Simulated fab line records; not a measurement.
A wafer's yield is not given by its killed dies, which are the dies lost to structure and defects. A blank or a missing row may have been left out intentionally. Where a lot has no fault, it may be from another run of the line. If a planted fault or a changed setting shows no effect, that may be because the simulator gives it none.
The same fault as seen by 2 desks + flow sky130 + only its own numbers are on each desk; what lay behind them is given at the end

## FOR THE TOOL OWNER'S DESK: iline-stepper-01
The tool's own readings at SKY_PWDE_EXPOSE_04 (exposes mask PWDEM, target cd 840 nm): means of the sampled wafers that have a number, for each lot that ran on this tool. A lot is out of limits, marked OUT, if its mean lies more than 4 standard deviations from the usual mean; the brackets give that distance.
Columns: A = exposure-dose-mJ-cm2 at SKY_PWDE_EXPOSE_04, usual 214.03; B = focus-offset-nm at SKY_PWDE_EXPOSE_04, usual 0.0 nm; C = stage-vel-mm-s at SKY_PWDE_EXPOSE_04, usual 499.99 mm/s
| lot  | first seen here | A      | B    | C      |
|------|-----------------|--------|------|--------|
| L921 | day 3 20:24     | 214.32 | -0.7 | 499.95 |
| L923 | day 4 07:43     | 213.74 | 0.2  | 499.93 |
| L925 | day 4 16:52     | 214.05 | -0.4 | 500.06 |
| L939 | day 7 21:32     | 214.20 | 0.6  | 500.01 |
| L941 | day 8 10:05     | 214.10 | -0.1 | 500.08 |
| L942 | day 8 13:26     | 214.14 | -0.7 | 500.24 |
Finding of this desk: none of the 6 lots has anything out of limits.

## METROLOGY DESK
What the gauges read for every lot (on any tool): the sampled wafers with a number, averaged. A lot is out of limits, marked OUT, if its mean lies more than 4 standard deviations from the usual mean; the brackets give that distance.
Columns: A = FIELD_ISO_OXIDATION_01_THK at SKY_FIELD_ISO_THK_MEAS_23, usual 10.14 nm; B = VIA1_W_RS at SKY_VIA1_RS_MEAS_22, usual 0.425 ohm/sq
| lot  | first seen here | A     | B     |
|------|-----------------|-------|-------|
| L920 | day 2 09:10     | 9.89  | 0.429 |
| L921 | day 2 14:49     | 9.98  | 0.426 |
| L922 | day 2 18:29     | 10.11 | 0.421 |
| L923 | day 2 23:50     | 10.33 | 0.422 |
| L925 | day 3 11:13     | 10.04 | 0.419 |
| L929 | day 4 08:08     | 10.15 | 0.427 |
| L930 | day 4 12:12     | 10.30 | 0.425 |
| L933 | day 5 01:49     | 10.01 | 0.427 |
| L934 | day 5 08:28     | 10.30 | 0.423 |
| L939 | day 6 11:07     | 10.48 | 0.422 |
| L940 | day 6 17:50     | 10.23 | 0.426 |
| L941 | day 6 21:35     | 10.15 | 0.426 |
| L942 | day 7 01:46     | 10.14 | 0.425 |
| L943 | day 7 06:05     | 10.19 | 0.428 |
Finding of this desk: none of the 14 lots has anything out of limits.

## PUT TOGETHER
The desk of the tool owner found nothing out of limits.
Nothing out of limits was seen by the metrology desk.

## WHAT THE SIMULATOR HAD PUT IN
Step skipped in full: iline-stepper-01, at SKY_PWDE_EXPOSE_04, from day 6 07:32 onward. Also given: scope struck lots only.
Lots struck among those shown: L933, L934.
